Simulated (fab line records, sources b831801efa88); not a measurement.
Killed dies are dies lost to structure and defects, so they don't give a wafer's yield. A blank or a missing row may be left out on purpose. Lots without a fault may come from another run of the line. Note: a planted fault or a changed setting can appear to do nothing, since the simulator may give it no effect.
fab line records    flow sky130
record lots=6  wafers=18  last_day=51
route steps=708 shown VIA1@475 METAL2@483 PAD_OPEN@708
lots with no fault: from the same line, run without faults
start_h: hours from the record's opening day to when the first of the lot's shown wafers began    wait_h: time in hours since the lot's previous step    " as in the row above    L1.1+2: a row that stands for several wafers    - no value, or no start was given    * or withheld: withheld    < > ~ a bound
route shown NAME@n: NAME is a module with steps in the file, n the number in the route of the first one    usual: the fault-free wafers' mean and standard deviation    same: alike in all rows    chamber/n: place in a boat    sites: per-site readings    _std_site: how widely they spread, as a standard deviation    _edge_site: mean of outer sites minus mean of inner sites    radius_mm: for every site, how far away it sits from the centre of the wafer    mask NAME#n: copy n    behind: tool/chamber where the wafer was last shaped    hold: why the lot went on hold/how many hours it stayed there/how the hold came to an end    device: the transistor (n, p or np) that didn't switch    end of line: tests run on the same wafers once the route is complete    for a step that has no rows: nothing shown but its recipe    killed: not the wafer's yield, but the dies lost to structure and defects at the first sort    map: dies across one wafer; x = killed, . = not, _ = none there
set.NAME: the run value of the setting; set.NAME@STEP: its run value at that earlier step    model.NAME: the simulator's own value behind a step, which no gauge read
a table for each step, a row for each wafer; lots at some steps of the route
services: when a tool's chamber went out of use (start_h, in hours from the record's first day, below 0 if earlier), for how many hours, and the reason
## steps
# step SKY_VIA1_STRIP_17
# recipe chemistry=post_etch_residue_remover  time_s=1200  temp_c=72.5
# step SKY_VIA1_CLEAN_18
# recipe chemistry=IPA  time_s=180  temp_c=25
# step SKY_VIA1_CLEAN_19
# recipe chemistry=O3/DIW  dry=n2_spin
# step SKY_VIA1_SPUTTER_20
# recipe material=TiN  target_thk_nm=20  chamber_pressure_pa=5  power_w=4000  time_s=80
# step SKY_VIA1_CVD_21
# recipe material=W  target_thk_nm=270  time_s=80.902  temp_c=400  pressure_torr=40
# usual heater_power_w=953/100
lot.wafer  tool      chamber  start_h  wait_h  heater_power_w
L821.1     cvd_w-01  0        796.14   0.0     998
L821.2     "         1        "        "       837
L821.6     "         1        "        "       821
L832.1     cvd_w-02  1        890.39   0.0     1085
L832.4     "         1        "        "       1055
L832.6     "         0        "        "       868
L836.4     cvd_w-01  1        919.44   0.1     801
L836.5     "         0        "        "       932
L836.6     "         1        "        "       785
L839.1     cvd_w-02  0        934.22   0.0     865
L839.3     "         0        "        "       897
L839.5     "         1        "        "       1092
L843.2     cvd_w-02  1        986.49   0.0     1090
L843.4     "         0        "        "       889
L843.5     "         0        "        "       904
L844.3     cvd_w-01  1        987.41   0.1     785
L844.4     "         0        "        "       928
L844.5     "         1        "        "       777
# step SKY_VIA1_RS_MEAS_22
# recipe thk_meas_gauge=four-point-probe  reads=W_of_VIA1_CVD_21+TiN_of_VIA1_SPUTTER_20
# usual VIA1_W_RS=0.427/0.0041
lot.wafer  tool           chamber  start_h  wait_h  VIA1_W_RS[ohm/sq]
L821.1     film_metro-02  -        796.23   0.1     0.430
L821.2     "              -        "        "       0.434
L821.6     "              -        "        "       0.432
L832.1     film_metro-04  -        890.48   0.1     0.428
L832.4     "              -        "        "       0.430
L832.6     "              -        "        "       0.430
L836.4     film_metro-03  -        919.57   0.1     0.420
L836.5     "              -        "        "       0.424
L836.6     "              -        "        "       0.420
L839.1     film_metro-02  -        934.31   0.1     0.426
L839.3     "              -        "        "       0.428
L839.5     "              -        "        "       0.425
L843.2     film_metro-04  -        986.60   0.1     0.425
L843.4     "              -        "        "       0.427
L843.5     "              -        "        "       0.426
L844.3     film_metro-03  -        987.52   0.1     0.431
L844.4     "              -        "        "       0.421
L844.5     "              -        "        "       0.426
# step SKY_VIA1_THK_MEAS_23
# recipe thk_meas_gauge=xrf  reads=W_of_VIA1_CVD_21
# usual VIA1_W_THK=266/3.6
lot.wafer  tool           chamber  start_h  wait_h  VIA1_W_THK[nm]
L821.1     film_metro-02  -        796.35   0.1     263
L821.2     "              -        "        "       260
L821.6     "              -        "        "       262
L832.1     film_metro-04  -        890.60   0.1     265
L832.4     "              -        "        "       265
L832.6     "              -        "        "       264
L836.4     film_metro-03  -        919.66   0.1     272
L836.5     "              -        "        "       268
L836.6     "              -        "        "       273
L839.1     film_metro-02  -        934.43   0.1     269
L839.3     "              -        "        "       266
L839.5     "              -        "        "       268
L843.2     film_metro-04  -        986.71   0.1     265
L843.4     "              -        "        "       265
L843.5     "              -        "        "       266
L844.3     film_metro-03  -        987.62   0.1     263
L844.4     "              -        "        "       269
L844.5     "              -        "        "       267
# step SKY_VIA1_CMP_24
# recipe stop_on=SiO2  t_overpolish_s=15  down_force_psi=3.5  platen_rpm=60  target_thk_nm=0  pad_velocity_m_s=0.94248
# step SKY_METAL2_SPUTTER_00
# recipe material=Ti  target_thk_nm=15  power_w=3000  time_s=10  chamber_pressure_pa=0.4
# step SKY_METAL2_SPUTTER_01
# recipe material=TiN  target_thk_nm=20  power_w=6500  time_s=16.7  chamber_pressure_pa=0.4
# usual throttle_valve_pct=29.4/0.88
lot.wafer  tool            chamber  start_h  wait_h  throttle_valve_pct
L821.1     pvd_sputter-03  -        796.73   0.0     29.2
L821.2     "               -        "        "       30.1
L821.6     "               -        "        "       30.3
L832.1     pvd_sputter-04  -        890.99   0.0     30.7
L832.4     "               -        "        "       29.9
L832.6     "               -        "        "       28.7
L836.4     pvd_sputter-04  -        920.01   0.0     30.0
L836.5     "               -        "        "       30.4
L836.6     "               -        "        "       28.7
L839.1     pvd_sputter-04  -        934.81   0.0     30.5
L839.3     "               -        "        "       29.0
L839.5     "               -        "        "       29.8
L843.2     pvd_sputter-02  -        987.09   0.0     30.0
L843.4     "               -        "        "       27.1
L843.5     "               -        "        "       29.2
L844.3     pvd_sputter-03  -        987.98   0.0     30.3
L844.4     "               -        "        "       29.4
L844.5     "               -        "        "       29.2
# step SKY_METAL2_SPUTTER_02
# recipe material=AlCu  target_thk_nm=250  power_w=10600  time_s=13.3  chamber_pressure_pa=0.4
# step SKY_METAL2_SPUTTER_03
# recipe material=Ti  target_thk_nm=5  power_w=3000  time_s=3.3  chamber_pressure_pa=0.4
# usual throttle_valve_pct=29.4/0.88
lot.wafer  tool            chamber  start_h  wait_h  throttle_valve_pct
L821.1     pvd_sputter-03  -        796.78   0.0     28.8
L821.2     "               -        "        "       30.2
L821.6     "               -        "        "       30.1
L832.1     pvd_sputter-04  -        891.04   0.0     30.6
L832.4     "               -        "        "       30.1
L832.6     "               -        "        "       29.0
L836.4     pvd_sputter-04  -        920.06   0.0     29.9
L836.5     "               -        "        "       30.6
L836.6     "               -        "        "       28.8
L839.1     pvd_sputter-04  -        934.86   0.0     30.4
L839.3     "               -        "        "       28.9
L839.5     "               -        "        "       30.0
L843.2     pvd_sputter-02  -        987.14   0.0     29.8
L843.4     "               -        "        "       27.1
L843.5     "               -        "        "       29.5
L844.3     pvd_sputter-03  -        988.04   0.0     30.0
L844.4     "               -        "        "       29.2
L844.5     "               -        "        "       29.3
# step SKY_METAL2_SPUTTER_04
# recipe material=TiN  target_thk_nm=70  power_w=6500  time_s=58.3  chamber_pressure_pa=0.4
# usual throttle_valve_pct=29.4/0.87
lot.wafer  tool            chamber  start_h  wait_h  throttle_valve_pct  model.TiN_of_METAL2_SPUTTER_04.thk_nm
L821.1     pvd_sputter-03  -        796.80   0.0     29.1                70.29
L821.2     "               -        "        "       30.1                71.11
L821.6     "               -        "        "       30.4                71.23
L832.1     pvd_sputter-04  -        891.05   0.0     30.5                70.6
L832.4     "               -        "        "       30.1                69.48
L832.6     "               -        "        "       29.2                69.53
L836.4     pvd_sputter-04  -        920.08   0.0     30.2                103.4
L836.5     "               -        "        "       30.2                104.8
L836.6     "               -        "        "       28.8                104
L839.1     pvd_sputter-04  -        934.88   0.0     30.7                105.2
L839.3     "               -        "        "       28.9                103.9
L839.5     "               -        "        "       29.9                103.8
L843.2     pvd_sputter-02  -        987.16   0.0     29.9                69.99
L843.4     "               -        "        "       27.2                69.53
L843.5     "               -        "        "       29.5                69.87
L844.3     pvd_sputter-03  -        988.06   0.0     30.2                69.19
L844.4     "               -        "        "       29.1                69.38
L844.5     "               -        "        "       29.0                69.41
# step SKY_METAL2_RS_MEAS_05
# recipe thk_meas_gauge=four-point-probe  reads=TiN_of_METAL2_SPUTTER_04+Ti_of_METAL2_SPUTTER_03+AlCu_of_METAL2_SPUTTER_02+TiN_of_METAL2_SPUTTER_01+Ti_of_METAL2_SPUTTER_00
# usual METAL2_ALCU_RS=0.1269/0.0013
lot.wafer  tool           chamber  start_h  wait_h  METAL2_ALCU_RS[ohm/sq]
L821.1     film_metro-04  -        796.85   0.0     0.1287
L821.2     "              -        "        "       0.1273
L821.6     "              -        "        "       0.1276
L832.1     film_metro-02  -        891.10   0.0     0.1272
L832.4     "              -        "        "       0.1263
L832.6     "              -        "        "       0.1274
L836.4     film_metro-02  -        920.19   0.1     0.1276
L836.5     "              -        "        "       0.1260
L836.6     "              -        "        "       0.1280
L839.1     film_metro-04  -        934.93   0.0     0.1269
L839.3     "              -        "        "       0.1264
L839.5     "              -        "        "       0.1262
L843.2     film_metro-02  -        987.22   0.0     0.1265
L843.4     "              -        "        "       0.1265
L843.5     "              -        "        "       0.1288
L844.3     film_metro-01  -        988.15   0.1     0.1247
L844.4     "              -        "        "       0.1260
L844.5     "              -        "        "       0.1257
# step SKY_METAL2_THK_MEAS_06
# recipe thk_meas_gauge=xrf  reads=AlCu_of_METAL2_SPUTTER_02
# usual METAL2_ALCU_THK=246.4/2.8
lot.wafer  tool           chamber  start_h  wait_h  METAL2_ALCU_THK[nm]
L821.1     film_metro-04  -        796.97   0.1     241.5
L821.2     "              -        "        "       245.6
L821.6     "              -        "        "       243.7
L832.1     film_metro-02  -        891.22   0.1     249.7
L832.4     "              -        "        "       250.5
L832.6     "              -        "        "       249.9
L836.4     film_metro-02  -        920.28   0.1     230.3
L836.5     "              -        "        "       233.0
L836.6     "              -        "        "       230.2
L839.1     film_metro-04  -        935.05   0.1     228.4
L839.3     "              -        "        "       230.2
L839.5     "              -        "        "       230.4
L843.2     film_metro-02  -        987.33   0.1     248.7
L843.4     "              -        "        "       249.3
L843.5     "              -        "        "       244.0
L844.3     film_metro-01  -        988.25   0.1     250.9
L844.4     "              -        "        "       247.8
L844.5     "              -        "        "       249.4
# step SKY_METAL2_DEHYDRATE_07
# recipe temp_c=200  time_s=60
# step SKY_METAL2_HMDS_08
# recipe prime_time_s=60  prime_temp_c=120
# step SKY_METAL2_COAT_09
# recipe resist=BARC  temp_c=withheld  time_s=withheld  spin_rpm=3000  resist_thk_nm=60
# step SKY_METAL2_COAT_10
# recipe resist=KrF-thick  spin_rpm=3000  resist_thk_nm=450
# step SKY_METAL2_SOFTBAKE_11
# recipe temp_c=100  time_s=90  resist=KrF-thick
# step SKY_METAL2_EXPOSE_12
# recipe mask_id=MM2  na=0.8  source_shape=annular  sigma_inner=0.55  sigma_outer=0.85  target_cd_nm=140  dose_mj=28
# step SKY_METAL2_PEB_13
# recipe peb_temp_c=withheld  peb_time_s=withheld  resist=KrF-thick
# step SKY_METAL2_DEVELOP_14
# recipe develop_time_s=60  resist=KrF-thick  dev_temp_c=21
# step SKY_METAL2_CD_MEAS_15
# recipe target_cd_nm=140
# usual cd_nm=140.4/1.4
lot.wafer  tool       chamber  start_h  wait_h  cd_nm
L821.1     cd_sem-01  -        823.32   -       141.2
L821.2     "          -        "        "       142.8
L821.6     "          -        "        "       141.5
L832.1     cd_sem-02  -        916.24   -       142.5
L832.4     "          -        "        "       143.1
L832.6     "          -        "        "       142.5
L836.4     cd_sem-02  -        944.73   -       142.4
L836.5     "          -        "        "       140.7
L836.6     "          -        "        "       142.1
L839.1     cd_sem-01  -        959.82   -       141.1
L839.3     "          -        "        "       140.2
L839.5     "          -        "        "       139.9
L843.2     cd_sem-02  -        1009.31  -       139.3
L843.4     "          -        "        "       140.6
L843.5     "          -        "        "       138.3
L844.3     cd_sem-01  -        1011.28  -       138.4
L844.4     "          -        "        "       138.9
L844.5     "          -        "        "       137.5
# step SKY_METAL2_OVL_MEAS_16
# usual METAL2_OVL=1/5.8
lot.wafer  tool        chamber  start_h  wait_h  METAL2_OVL[nm]
L821.1     overlay-02  -        823.44   0.1     6
L821.2     "           -        "        "       8
L821.6     "           -        "        "       7
L832.1     overlay-02  -        916.36   0.1     9
L832.4     "           -        "        "       1
L832.6     "           -        "        "       2
L836.4     overlay-02  -        944.81   0.1     5
L836.5     "           -        "        "       2
L836.6     "           -        "        "       8
L839.1     overlay-01  -        959.94   0.1     4
L839.3     "           -        "        "       5
L839.5     "           -        "        "       3
L843.2     overlay-02  -        1009.42  0.1     -10
L843.4     "           -        "        "       -11
L843.5     "           -        "        "       -13
L844.3     overlay-01  -        1011.37  0.1     -1
L844.4     "           -        "        "       1
L844.5     "           -        "        "       1
# step SKY_METAL2_DESCUM_17
# recipe chemistry=O2  source_power_w=150  bias_power_w=0  pressure_mtorr=10  temp_c=40  time_s=8
# step SKY_METAL2_ETCH_18
# recipe chemistry=N2/H2  target=BARC  ion_energy_ev=200  bias_w=100  pressure_mtorr=30  n2_flow_sccm=100  h2_flow_sccm=200  icp_w=500  stop_on=SiO2  time_s=45.9  target_depth_a=600
# usual drypump_motor_current_A=5.8/0.32  h2_flow_sccm=200.0/0.63  oes_product_au=0.855/0.0051  throttle_valve_pct=13.224/0.0096
lot.wafer  tool          chamber  start_h  wait_h  drypump_motor_current_A  h2_flow_sccm  oes_product_au  rf_hours_counter_h  throttle_valve_pct
L821.1     rie_metal-04  1        823.50   0.0     5.3                      200.6         0.856           9                   13.209
L821.2     "             0        "        "       6.1                      200.3         0.853           1                   13.218
L821.6     "             0        "        "       6.1                      199.6         0.856           -                   13.235
L832.1     rie_metal-03  0        916.43   0.0     5.5                      200.2         0.843           17                  13.218
L832.4     "             0        "        "       5.5                      198.7         0.864           -                   13.208
L832.6     "             0        "        "       5.5                      199.3         0.859           -                   13.228
L836.4     rie_metal-03  0        944.88   0.0     5.5                      199.8         0.854           -                   13.225
L836.5     "             0        "        "       5.5                      198.5         0.858           -                   13.245
L836.6     "             1        "        "       5.9                      200.0         0.845           -                   13.216
L839.1     rie_metal-03  0        960.00   0.0     5.5                      200.4         0.860           18                  13.222
L839.3     "             0        "        "       5.5                      201.4         0.851           -                   13.212
L839.5     "             1        "        "       5.9                      199.4         0.853           -                   13.217
L843.2     rie_metal-04  1        1009.48  0.0     5.3                      200.5         0.852           17                  13.221
L843.4     "             1        "        "       5.3                      199.7         0.850           -                   13.235
L843.5     "             1        "        "       5.3                      199.4         0.850           -                   13.229
L844.3     rie_metal-01  0        1011.45  0.0     6.1                      200.5         0.854           -                   13.232
L844.4     "             1        "        "       5.8                      200.5         0.855           -                   13.224
L844.5     "             0        "        "       6.1                      200.7         0.857           -                   13.220
# step SKY_METAL2_METAL_ETCH_19
# recipe target_depth_a=3600  stop_on=SiO2  over_etch_frac=0.3  time_s=78  chemistry=Cl2/BCl3  resist_sidewall_deg=88  pressure_mtorr=10  icp_w=900  bias_w=48.5  Cl2_flow_sccm=60  bcl3_flow_sccm=30
# step SKY_METAL2_STRIP_20
# recipe chemistry=O2/N2  power_w=1400  pressure_mtorr=1500  platen_temp_c=withheld  o2_flow_sccm=3000  n2_flow_sccm=300  overash_fraction=0.5
# usual drypump_motor_current_A=6.0/0.39  oes_product_au=0.342/0.0049  strip_time_to_endpoint_s=2.68/0.041
lot.wafer  tool             chamber  start_h  wait_h  drypump_motor_current_A  oes_product_au  rf_hours_counter_h  strip_time_to_endpoint_s
L821.1     plasma_asher-03  1        823.66   0.1     5.5                      0.335           7                   2.70
L821.2     "                0        "        "       6.6                      0.335           7                   2.64
L821.6     "                0        "        "       6.6                      0.347           -                   2.69
L832.1     plasma_asher-03  1        916.58   0.1     5.4                      0.351           17                  2.71
L832.4     "                1        "        "       5.4                      0.345           -                   2.69
L832.6     "                1        "        "       5.4                      0.344           -                   2.65
L836.4     plasma_asher-04  1        945.04   0.1     5.8                      0.346           -                   2.69
L836.5     "                0        "        "       6.3                      0.348           -                   2.71
L836.6     "                1        "        "       5.8                      0.344           -                   2.67
L839.1     plasma_asher-02  0        960.16   0.1     6.3                      0.338           85                  2.70
L839.3     "                1        "        "       5.8                      0.341           -                   2.68
L839.5     "                1        "        "       5.8                      0.340           -                   2.65
L843.2     plasma_asher-03  1        1009.63  0.1     5.5                      0.340           26                  2.71
L843.4     "                0        "        "       6.5                      0.345           -                   2.70
L843.5     "                1        "        "       5.5                      0.347           -                   2.71
L844.3     plasma_asher-03  1        1011.61  0.1     5.5                      0.338           -                   2.67
L844.4     "                0        "        "       6.6                      0.348           -                   2.77
L844.5     "                0        "        "       6.6                      0.344           -                   2.66
# step SKY_METAL2_STRIP_21
# recipe chemistry=post_etch_residue_remover  time_s=1200  temp_c=72.5
lot.wafer  tool          chamber  start_h  wait_h  model.TiN_of_METAL2_SPUTTER_04.thk_nm
L821.1     wet_bench-04  3        823.76   0.1     69.87
L821.2     "             3        "        "       70.69
L821.6     "             3        "        "       70.81
L832.1     wet_bench-03  0        916.68   0.1     70.18
L832.4     "             0        "        "       69.05
L832.6     "             0        "        "       69.11
L836.4     wet_bench-03  1        945.11   0.0     103
L836.5     "             1        "        "       104.4
L836.6     "             1        "        "       103.6
L839.1     wet_bench-01  3        960.26   0.1     104.8
L839.3     "             3        "        "       103.5
L839.5     "             3        "        "       103.4
L843.2     wet_bench-03  3        1009.73  0.1     69.57
L843.4     "             3        "        "       69.11
L843.5     "             3        "        "       69.45
L844.3     wet_bench-03  2        1011.68  0.0     68.77
L844.4     "             2        "        "       68.96
L844.5     "             2        "        "       68.99
# step SKY_METAL2_CLEAN_22
# recipe chemistry=IPA  time_s=180  temp_c=25
# step SKY_PAD_OPEN_PROBE_99
# usual defect_limited_yield=82.4/2  killed_at_M0_to_M3=43/6.8  killed_at_M4_up=3.1/1.8  killed_at_contacts=25/5.8  killed_at_front_end=15/4.2  killed_at_other=0.3/0.5  killed_dies=87/9.7  killed_open=47/7.3  killed_short=39/6.6  sort_bin_3_pad_short=0.9/0.37  sort_bin_5_function=10.4/1.4  sort_bin_6_memory=6.3/1.1  sort_n_pass=405/9.7  sort_yield_pct=82.4/2
# same gross_dies=492  killed_at_back_side=0  sort_bin_4_leakage[%]=0  sort_bin_8_speed[%]=0
lot.wafer  tool       chamber  start_h  wait_h  defect_limited_yield[%]  killed_at_M0_to_M3  killed_at_M4_up  killed_at_contacts  killed_at_front_end  killed_at_other  killed_dies  killed_open  killed_short  sort_bin_3_pad_short[%]  sort_bin_5_function[%]  sort_bin_6_memory[%]  sort_n_pass  sort_yield_pct[%]  model.etest.via2_chain.rc_ohm
L821.1     prober-02  -        1077.36  0.1     79.9                     48                  3                31                  16                   1                99           50           49            0.8                      13.2                    6.1                   393          79.9               10.07
L821.2     prober-02  -        1077.41  0.1     84.8                     41                  5                20                  8                    1                75           42           33            0.6                      8.7                     5.9                   417          84.8               10.06
L821.6     prober-02  -        1077.61  0.2     86.0                     36                  2                15                  15                   1                69           28           41            0.4                      8.9                     4.7                   423          86.0               10.75
L832.1     prober-01  -        1150.94  0.1     83.9                     32                  3                27                  16                   1                79           50           29            0.6                      10.8                    4.7                   413          83.9               10.74
L832.4     prober-01  -        1151.09  0.2     81.5                     41                  4                31                  15                   0                91           45           46            0.4                      11.0                    7.1                   401          81.5               10.26
L832.6     prober-01  -        1151.19  0.2     81.3                     42                  3                29                  18                   0                92           54           38            1.2                      10.8                    6.7                   400          81.3               10.62
L836.4     prober-01  -        1173.89  0.2     84.6                     37                  1                20                  17                   1                76           42           34            0.6                      8.9                     5.9                   416          84.6               11.87
L836.5     prober-01  -        1173.94  0.2     85.0                     34                  4                21                  15                   0                74           41           33            0.6                      8.7                     5.7                   418          85.0               11.36
L836.6     prober-01  -        1173.99  0.2     87.6                     27                  5                18                  11                   0                61           35           26            0.4                      7.9                     4.1                   431          87.6               11.09
L839.1     prober-02  -        1181.86  0.1     85.2                     41                  1                21                  9                    1                73           39           34            0.6                      9.3                     4.9                   419          85.2               11.49
L839.3     prober-02  -        1181.96  0.2     81.1                     47                  2                33                  10                   1                93           49           44            1.2                      10.0                    7.7                   399          81.1               10.64
L839.5     prober-02  -        1182.06  0.2     85.0                     28                  3                25                  18                   0                74           37           37            0.8                      9.1                     5.1                   418          85.0               10.65
L843.2     prober-01  -        1214.54  0.1     81.3                     47                  7                20                  17                   1                92           47           45            0.8                      10.0                    7.9                   400          81.3               10.03
L843.4     prober-01  -        1214.64  0.2     81.5                     47                  1                28                  15                   0                91           46           45            1.0                      10.2                    7.3                   401          81.5               9.745
L843.5     prober-01  -        1214.69  0.2     83.5                     43                  2                23                  13                   0                81           47           34            1.2                      9.1                     6.1                   411          83.5               10.04
L844.3     prober-02  -        1214.76  0.2     82.1                     42                  2                31                  13                   0                88           51           37            0.6                      11.2                    6.1                   404          82.1               10.35
L844.4     prober-02  -        1214.81  0.2     83.9                     35                  2                28                  14                   0                79           41           38            0.2                      8.7                     7.1                   413          83.9               10.15
L844.5     prober-02  -        1214.86  0.2     81.3                     40                  4                28                  19                   1                92           48           44            0.8                      10.6                    7.3                   400          81.3               10.47
# killed by level:class
L821.1 CONTACT:geometric_particle:open=12 VIA3:geometric_particle:open=8 VIA1:geometric_particle:open=8 VIA1:geometric_particle:short=8 VIA2:geometric_particle:open=8 CONTACT:geometric_particle:short=7 FIELD_ISO:geometric_particle:open=5 LOCAL_INTERCONNECT:geometric_particle:short=5
L821.2 CONTACT:geometric_particle:open=8 VIA1:geometric_particle:open=7 METAL2:geometric_particle:short=7 LI_CONTACT:geometric_particle:open=5 VIA2:geometric_particle:short=5 VIA3:geometric_particle:open=5 VIA2:geometric_particle:open=4 LOCAL_INTERCONNECT:geometric_particle:short=3
L821.6 VIA2:geometric_particle:short=6 FIELD_ISO:geometric_particle:short=5 VIA2:geometric_particle:open=5 VIA1:geometric_particle:open=5 METAL1:geometric_particle:short=4 CONTACT:geometric_particle:open=4 METAL2:geometric_particle:short=4 VIA3:geometric_particle:open=4
L832.1 CONTACT:geometric_particle:open=13 VIA3:geometric_particle:open=10 VIA1:geometric_particle:open=8 FIELD_ISO:geometric_particle:open=6 LI_CONTACT:geometric_particle:open=5 CONTACT:geometric_particle:short=5 VIA3:geometric_particle:short=5 POLY_GATE:geometric_particle:open=3
L832.4 CONTACT:geometric_particle:open=12 VIA1:geometric_particle:open=11 VIA3:geometric_particle:short=6 LI_CONTACT:geometric_particle:open=5 LOCAL_INTERCONNECT:geometric_particle:short=5 METAL1:geometric_particle:short=5 POLY_GATE:geometric_particle:short=4 LI_CONTACT:geometric_particle:short=4
L832.6 VIA1:geometric_particle:open=10 VIA2:geometric_particle:open=9 CONTACT:geometric_particle:open=8 LI_CONTACT:geometric_particle:open=8 CONTACT:geometric_particle:short=7 VIA3:geometric_particle:open=6 METAL2:geometric_particle:short=6 FIELD_ISO:geometric_particle:short=5
L836.4 METAL2:geometric_particle:short=7 VIA2:geometric_particle:open=7 VIA1:geometric_particle:open=5 LI_CONTACT:geometric_particle:open=5 CONTACT:geometric_particle:short=5 CONTACT:geometric_particle:open=5 VIA1:geometric_particle:short=5 FIELD_ISO:geometric_particle:open=4
L836.5 VIA1:geometric_particle:open=7 LI_CONTACT:geometric_particle:open=7 VIA3:geometric_particle:open=7 FIELD_ISO:geometric_particle:short=5 CONTACT:geometric_particle:open=5 METAL3:geometric_particle:short=5 METAL2:geometric_particle:short=4 FIELD_ISO:geometric_particle:open=3
L836.6 VIA2:geometric_particle:open=10 CONTACT:geometric_particle:open=7 FIELD_ISO:geometric_particle:open=5 METAL4:geometric_particle:short=5 LI_CONTACT:geometric_particle:open=3 LOCAL_INTERCONNECT:geometric_particle:short=3 VIA1:geometric_particle:open=3 VIA3:geometric_particle:open=3
L839.1 CONTACT:geometric_particle:open=9 METAL1:geometric_particle:short=6 VIA1:geometric_particle:open=6 VIA2:geometric_particle:open=6 CONTACT:geometric_particle:short=4 VIA1:geometric_particle:short=4 METAL2:geometric_particle:short=4 VIA3:geometric_particle:short=4
L839.3 CONTACT:geometric_particle:open=13 VIA1:geometric_particle:open=11 LI_CONTACT:geometric_particle:open=7 METAL2:geometric_particle:short=6 CONTACT:geometric_particle:short=6 VIA2:geometric_particle:open=6 VIA1:geometric_particle:short=6 LI_CONTACT:geometric_particle:short=5
L839.5 CONTACT:geometric_particle:open=7 LI_CONTACT:geometric_particle:short=5 METAL1:geometric_particle:short=5 VIA2:geometric_particle:open=5 FIELD_ISO:geometric_particle:short=4 POLY_GATE:geometric_particle:open=4 LOCAL_INTERCONNECT:geometric_particle:short=4 LOCAL_INTERCONNECT:geometric_particle:open=4
L843.2 VIA1:geometric_particle:open=14 CONTACT:geometric_particle:open=8 VIA1:geometric_particle:short=7 VIA3:geometric_particle:open=7 METAL4:geometric_particle:short=6 LI_CONTACT:geometric_particle:open=5 CONTACT:geometric_particle:short=5 VIA3:geometric_particle:short=5
L843.4 CONTACT:geometric_particle:open=8 LOCAL_INTERCONNECT:geometric_particle:short=8 VIA1:geometric_particle:open=8 VIA3:geometric_particle:open=7 VIA2:geometric_particle:open=6 FIELD_ISO:geometric_particle:open=5 CONTACT:geometric_particle:short=5 METAL2:geometric_particle:open=5
L843.5 VIA1:geometric_particle:open=11 CONTACT:geometric_particle:open=8 METAL2:geometric_particle:short=6 FIELD_ISO:geometric_particle:open=5 LI_CONTACT:geometric_particle:open=5 LOCAL_INTERCONNECT:geometric_particle:short=5 VIA2:geometric_particle:open=5 VIA1:geometric_particle:short=4
L844.3 CONTACT:geometric_particle:open=14 VIA3:geometric_particle:open=11 LI_CONTACT:geometric_particle:open=6 CONTACT:geometric_particle:short=6 VIA1:geometric_particle:open=6 FIELD_ISO:geometric_particle:open=5 VIA1:geometric_particle:short=5 VIA2:geometric_particle:open=5
L844.4 CONTACT:geometric_particle:open=9 LOCAL_INTERCONNECT:geometric_particle:short=8 VIA1:geometric_particle:short=6 VIA2:geometric_particle:open=6 VIA1:geometric_particle:open=5 VIA3:geometric_particle:open=5 POLY_GATE:geometric_particle:open=4 LI_CONTACT:geometric_particle:open=4
L844.5 CONTACT:geometric_particle:open=11 FIELD_ISO:geometric_particle:short=10 VIA1:geometric_particle:open=8 LI_CONTACT:geometric_particle:open=6 FIELD_ISO:geometric_particle:open=5 LOCAL_INTERCONNECT:geometric_particle:short=5 CONTACT:geometric_particle:short=5 VIA2:geometric_particle:open=5
## services
tool             chamber  start_h  hours  kind
pvd_sputter-03   3        778.34   -      consumable_replace:kit
pvd_sputter-03   3        778.34   18.0   scheduled_down
pvd_sputter-03   3        778.34   18.0   vent_cycle
plasma_asher-04  -        787.98   3.2    repair
cvd_w-02         -        799.67   2.8    pm
pvd_sputter-02   -        820.47   1.4    repair
pvd_sputter-02   3        822.69   -      consumable_replace:kit
pvd_sputter-02   3        822.69   18.0   scheduled_down
plasma_asher-04  -        825.93   1.8    repair
cvd_w-02         -        856.38   1.2    repair
cvd_w-01         1        863.11   6.3    repair
cvd_w-01         -        866.41   0.7    repair
rie_metal-03     1        866.77   1.2    repair
pvd_sputter-03   -        869.41   4.9    repair
plasma_asher-03  -        888.86   2.8    repair
cvd_w-01         -        904.00   14.0   pm
rie_metal-03     1        904.62   6.2    repair
pvd_sputter-02   -        919.42   3.8    repair
pvd_sputter-04   -        944.69   2.5    repair
plasma_asher-02  -        963.80   3.3    repair
pvd_sputter-04   0        979.92   -      consumable_replace:kit
pvd_sputter-04   0        979.92   18.0   scheduled_down
pvd_sputter-04   0        979.92   18.0   vent_cycle
rie_metal-04     -        984.47   2.8    pm
## key
first_sign step=SKY_METAL2_THK_MEAS_06  reading=METAL2_ALCU_THK  direction=down  sigmas=5.7  usual=246.4  struck=230.4
effect none on later readings
model_effect step=SKY_METAL2_SPUTTER_04  value=TiN_of_METAL2_SPUTTER_04.thk_nm  without=69.89  struck=104.2
model_effect step=SKY_METAL2_STRIP_21  value=TiN_of_METAL2_SPUTTER_04.thk_nm  without=69.47  struck=103.8
model_effect step=SKY_PAD_OPEN_PROBE_99  value=etest.via2_chain.rc_ohm  without=10.2  struck=11.19
met_at SKY_METAL2_SPUTTER_04
struck_wafers L836.4,L836.5,L836.6,L839.1,L839.3,L839.5
onset_between 891.05 920.08
also_fits SKY_METAL2_SPUTTER_01:pvd_sputter-04,SKY_METAL2_SPUTTER_03:pvd_sputter-04
fault kind=process_parameter_drift  tool=pvd_sputter-04  chamber=-  onset_h=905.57  steps=SKY_METAL2_SPUTTER_04  channel=target_thk_nm  offset=34.315  shape=step  end_h=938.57  acts_in=these_recipes_only  stated=70
